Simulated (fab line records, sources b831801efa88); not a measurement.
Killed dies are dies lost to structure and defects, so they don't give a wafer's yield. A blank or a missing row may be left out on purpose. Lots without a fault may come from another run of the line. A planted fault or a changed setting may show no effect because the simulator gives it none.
Which tool did it? | flow sky130 | 12 lots, 35 wafers sampled, at 5 steps of a route of 708

WHAT THE GAUGES READ, wafer by wafer
SKY_VIA3_THK_MEAS_01. Usual: VIA3_HDPCVD_THK 1632 nm, standard deviation 15.
lot  | measured     | on            | VIA3_HDPCVD_THK (nm) | flag
L702 | day 38 09:22 | film_metro-03 | 1613 1648 1624       |
L703 | day 38 19:28 | film_metro-04 | 1658 1630 1639       |
L704 | day 39 07:24 | film_metro-02 | 1628 1625 1620       |
L706 | day 40 01:01 | film_metro-04 | 1663 1677 1670       |
L705 | day 40 01:16 | film_metro-04 | 1642 1644 1647       |
L708 | day 40 12:09 | film_metro-03 | 1614 1709 1612 1711  |
L718 | day 43 03:26 | film_metro-03 | 1610 1623 1604       |
L720 | day 44 03:38 | film_metro-04 | 1609 1610 1628       |
L722 | day 44 14:19 | film_metro-03 | 1631 1643 1659       |
L723 | day 44 15:31 | film_metro-02 | 1640 1648 1620       |
L724 | day 44 19:03 | film_metro-04 | 1646 1631 1658       |
L725 | day 45 06:35 | film_metro-04 | 1653 1646 1644       |

SKY_VIA3_BOW_MEAS_03. Usual: VIA3_BOW 80 um, standard deviation 7.7.
lot  | measured     | on            | VIA3_BOW (um) | flag
L702 | day 38 09:44 | film_metro-03 | 74 81 87      |
L703 | day 38 19:55 | film_metro-02 | 84 78 78      |
L704 | day 39 07:47 | film_metro-04 | 92 85 82      |
L706 | day 40 01:23 | film_metro-03 | 74 56 76      |
L705 | day 40 01:41 | film_metro-04 | 77 76 85      |
L708 | day 40 13:54 | film_metro-02 | 85 70         |
L718 | day 43 03:47 | film_metro-04 | 88 97 80      |
L720 | day 44 04:01 | film_metro-02 | 80 73 86      |
L722 | day 44 14:41 | film_metro-04 | 80 79 72      |
L723 | day 44 15:55 | film_metro-04 | 79 84 66      |
L724 | day 44 19:25 | film_metro-02 | 70 93 85      |
L725 | day 45 06:57 | film_metro-04 | 79 83 85      |

SKY_VIA3_OVL_MEAS_13. Usual: VIA3_OVL -1 nm, standard deviation 6.2.
lot  | measured     | on         | VIA3_OVL (nm) | flag
L702 | day 39 10:41 | overlay-01 | 1 -7 -4       |
L703 | day 39 20:43 | overlay-02 | 6 -1 0        |
L704 | day 40 08:11 | overlay-01 | -4 -5 -10     |
L706 | day 41 01:59 | overlay-02 | -1 -3 -20     |
L705 | day 41 02:20 | overlay-02 | -9 -8 -8      |
L708 | day 41 12:59 | overlay-02 | -3 -4         |
L718 | day 44 03:44 | overlay-02 | 4 -3 2        |
L720 | day 45 02:26 | overlay-02 | -5 -13 -5     |
L722 | day 45 13:14 | overlay-02 | 7 1 4         |
L723 | day 45 13:36 | overlay-02 | 4 -2 -6       |
L724 | day 45 16:43 | overlay-01 | 3 3 6         |
L725 | day 46 03:50 | overlay-02 | 6 3 -3        |

WHICH TOOL RAN EACH LOT (tool, then ch and the chambers of the sampled wafers, then the start)
lot  | SKY_METAL3_ETCH_17                 | SKY_VIA3_HDPCVD_00
L702 | rie_diel-04 ch 2,3, day 38 08:22   | hdpcvd-01 ch 0,1,2, day 38 09:12
L703 | rie_diel-04 ch 0,1,3, day 38 18:31 | hdpcvd-01 ch 0,1, day 38 19:18
L704 | rie_diel-03 ch 0,2,3, day 39 06:23 | hdpcvd-02 ch 0,2, day 39 07:13
L706 | rie_diel-03 ch 0,3, day 40 00:02   | hdpcvd-01 ch 0,1, day 40 00:49
L705 | rie_diel-04 ch 0,1, day 40 00:17   | hdpcvd-01 ch 1,2, day 40 01:05
L708 | rie_diel-03 ch 0, day 40 11:10     | hdpcvd-01 ch 0,2, day 40 11:58
L718 | rie_diel-04 ch 0,1,3, day 43 02:28 | hdpcvd-02 ch 0,1,2, day 43 03:16
L720 | rie_diel-03 ch 1,2,3, day 44 02:37 | hdpcvd-02 ch 1,2, day 44 03:26
L722 | rie_diel-03 ch 0,1,2, day 44 12:56 | hdpcvd-01 ch 0,2, day 44 14:08
L723 | rie_diel-04 ch 0,1,2, day 44 13:56 | hdpcvd-01 ch 0,1,2, day 44 15:25
L724 | rie_diel-02 ch 0,2, day 44 17:37   | hdpcvd-01 ch 0,1,2, day 44 18:53
L725 | rie_diel-04 ch 0,1,2, day 45 05:35 | hdpcvd-01 ch 1,2, day 45 06:25
- SKY_METAL3_ETCH_17: etches SiO2 in C4F8/O2/Ar, stops on TiN, time 3.9 s, target depth 15 nm.
- SKY_VIA3_HDPCVD_00: deposits SiO2, target thk 1635 nm, time 272.5 s.

WHAT THE TOOLS THEMSELVES READ (means of the sampled wafers that have a number; where no wafer has one, the mark that the record gives instead)
SKY_METAL3_ETCH_17. Usual: oes_product_au 0.755 a.u., standard deviation 0.0075.
lot  | tool        | oes_product_au (a.u.) | flag
L702 | rie_diel-04 | 0.761                 |
L703 | rie_diel-04 | 0.759                 |
L704 | rie_diel-03 | 0.760                 |
L706 | rie_diel-03 | 0.759                 |
L705 | rie_diel-04 | 0.762                 |
L708 | rie_diel-03 | 0.756                 |
L718 | rie_diel-04 | 0.747                 |
L720 | rie_diel-03 | 0.752                 |
L722 | rie_diel-03 | 0.747                 |
L723 | rie_diel-04 | 0.754                 |
L724 | rie_diel-02 | 0.745                 |
L725 | rie_diel-04 | 0.745                 |

SKY_VIA3_HDPCVD_00. Usual: run_length_s 300.3 s, standard deviation 0.53.
lot  | tool      | run_length_s (s) | flag
L702 | hdpcvd-01 | 300.3            |
L703 | hdpcvd-01 | 300.3            |
L704 | hdpcvd-02 | 300.9            |
L706 | hdpcvd-01 | 299.9            |
L705 | hdpcvd-01 | 300.2            |
L708 | hdpcvd-01 | 304.9            | OFF
L718 | hdpcvd-02 | 300.5            |
L720 | hdpcvd-02 | 300.3            |
L722 | hdpcvd-01 | 300.2            |
L723 | hdpcvd-01 | 300.3            |
L724 | hdpcvd-01 | 300.1            |
L725 | hdpcvd-01 | 300.5            |

THE ANSWER, worked out from the rows above alone
Rule: a lot is off if the mean of its wafers that have a number lies more than 3 standard deviations from the usual mean. A lot without any number at a reading at which 4 lots or more have one is off too. The other lots that the step has rows for count as sound. The gauges are gone through in route order, then the tools' own readings, and for those a lot's mean is taken as printed above. The first step at which some lot is off is used, and at that step the reading that is off furthest; a lot without a number counts as furthest.
Off: L708, at SKY_VIA3_HDPCVD_00 (run_length_s).
A tool fits if, at that step or a process step before it, it ran every lot that is off, and no sound lot after the first of them. None of those tried fits.

WHAT THE SIMULATOR HAD PUT IN
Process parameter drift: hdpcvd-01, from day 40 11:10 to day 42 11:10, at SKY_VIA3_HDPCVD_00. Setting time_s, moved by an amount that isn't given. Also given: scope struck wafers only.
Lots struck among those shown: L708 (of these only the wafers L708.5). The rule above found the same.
